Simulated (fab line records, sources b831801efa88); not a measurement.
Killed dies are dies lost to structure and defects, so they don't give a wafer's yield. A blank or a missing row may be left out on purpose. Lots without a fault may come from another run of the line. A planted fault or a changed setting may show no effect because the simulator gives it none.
Which tool did it? | flow sky130 | 12 lots, 36 wafers sampled, at 1 step of a route of 708

WHAT THE GAUGES READ, wafer by wafer
SKY_VIA4_THK_MEAS_01. Usual: VIA4_HDPCVD_THK 1751 nm, standard deviation 14.
lot  | measured     | on            | VIA4_HDPCVD_THK (nm) | flag
L420 | day 41 17:25 | film_metro-02 | 1738 1766 1732       |
L421 | day 41 22:48 | film_metro-01 | 1732 1746 1731       |
L423 | day 42 18:49 | film_metro-02 | 1742 1738 1730       |
L424 | day 43 21:44 | film_metro-01 | 1773 1767 1756       |
L427 | day 44 00:00 | film_metro-02 | 1746 1755 1743       |
L426 | day 44 00:44 | film_metro-02 | 1723 1723 1732       |
L428 | day 44 03:40 | film_metro-04 | 1740 1753 1732       |
L431 | day 44 23:04 | film_metro-02 | 1750 1764 1778       |
L430 | day 45 00:51 | film_metro-01 | 1740 1722 1730       |
L433 | day 45 08:14 | film_metro-02 | 1753 1741 1737       |
L434 | day 45 09:35 | film_metro-02 | 1761 1755 1755       |
L435 | day 45 17:52 | film_metro-02 | 1765 1733 1755       |

WHICH TOOL RAN EACH LOT (tool, then ch and the chambers of the sampled wafers, then the start)
The record holds no process step before these readings.

WHAT THE TOOLS THEMSELVES READ (means of the sampled wafers that have a number; where no wafer has one, the mark that the record gives instead)
The record holds no such reading with a usual standard deviation.

THE ANSWER, worked out from the rows above alone
Rule: a lot is off if the mean of its wafers that have a number lies more than 3 standard deviations from the usual mean. A lot without any number at a reading at which 4 lots or more have one is off too. The other lots that the step has rows for count as sound. The gauges are gone through in route order, then the tools' own readings, and for those a lot's mean is taken as printed above. The first step at which some lot is off is used, and at that step the reading that is off furthest; a lot without a number counts as furthest.
No lot is off at any reading shown: from this, nothing can be told.

WHAT THE SIMULATOR HAD PUT IN
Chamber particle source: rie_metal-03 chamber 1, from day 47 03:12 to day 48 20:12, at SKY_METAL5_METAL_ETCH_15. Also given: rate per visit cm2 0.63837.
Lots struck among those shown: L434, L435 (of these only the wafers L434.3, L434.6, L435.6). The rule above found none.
